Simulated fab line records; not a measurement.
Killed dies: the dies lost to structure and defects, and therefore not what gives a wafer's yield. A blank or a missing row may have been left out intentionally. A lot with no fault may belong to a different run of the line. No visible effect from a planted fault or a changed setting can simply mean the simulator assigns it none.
Chamber matching ; flow gf180mcu ; pecvd-02 running GF_MIM_CVD_05: 3 sister chambers
The step deposits Si3N4, target thk 42 nm, time 29.086 s. 16 wafers are shown with their chamber, then 8 later ones without.

## WAFERS, EACH WITH ITS CHAMBER
wafer;chamber;heater power w (W);heater power outer w (W)
L078.3;0;766;441
L078.4;1;659;350
L078.6;2;636;371
L081.1;0;857;520
L081.3;1;629;337
L081.5;0;859;509
L082.3;2;680;394
L082.4;2;677;409
L082.5;0;854;516
L085.4;2;662;390
L085.5;0;851;529
L085.6;2;687;390
L090.2;0;860;525
L090.3;1;696;399
L090.5;0;861;517
L092.1;0;835;496

SIGNATURES (averages over the wafers above)
reading;chamber 0;chamber 1;chamber 2;scatter within a chamber
heater power w;842.88;661.33;668.40;29.3
heater power outer w;506.62;362.00;390.80;25.6
Rule: a wafer's distance from a chamber is the root of the sum, over the readings, of the square of ((its reading less the chamber's mean) divided by the reading's scatter). The wafer belongs to the nearest chamber; if the next one is less than 2 further off, it can't be placed. The scatter: the root of (the sum of the squares of (reading less its chamber's mean) over the shown wafers, divided by (wafers less chambers)).

## WAFERS WHOSE CHAMBER IS MISSING
wafer;heater power w (W);heater power outer w (W)
L092.2;596;311
L092.6;808;487
L093.4;762;461
L093.5;680;414
L093.6;644;356
L096.2;580;340
L096.3;701;386
L096.5;608;344

## THE CHAMBER EACH PASSED THROUGH
wafer;from the rows above;in truth
L092.2;can't be placed: 1 or 2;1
L092.6;0;0
L093.4;can't be placed: 0 or 2 or 1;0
L093.5;can't be placed: 2 or 1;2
L093.6;can't be placed: 1 or 2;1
L096.2;can't be placed: 1 or 2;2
L096.3;can't be placed: 2 or 1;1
L096.5;can't be placed: 1 or 2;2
Correctly placed: 1 of 8. These rows do not allow placing 7 (true chamber among the candidates in 7). 0 placed wrongly.
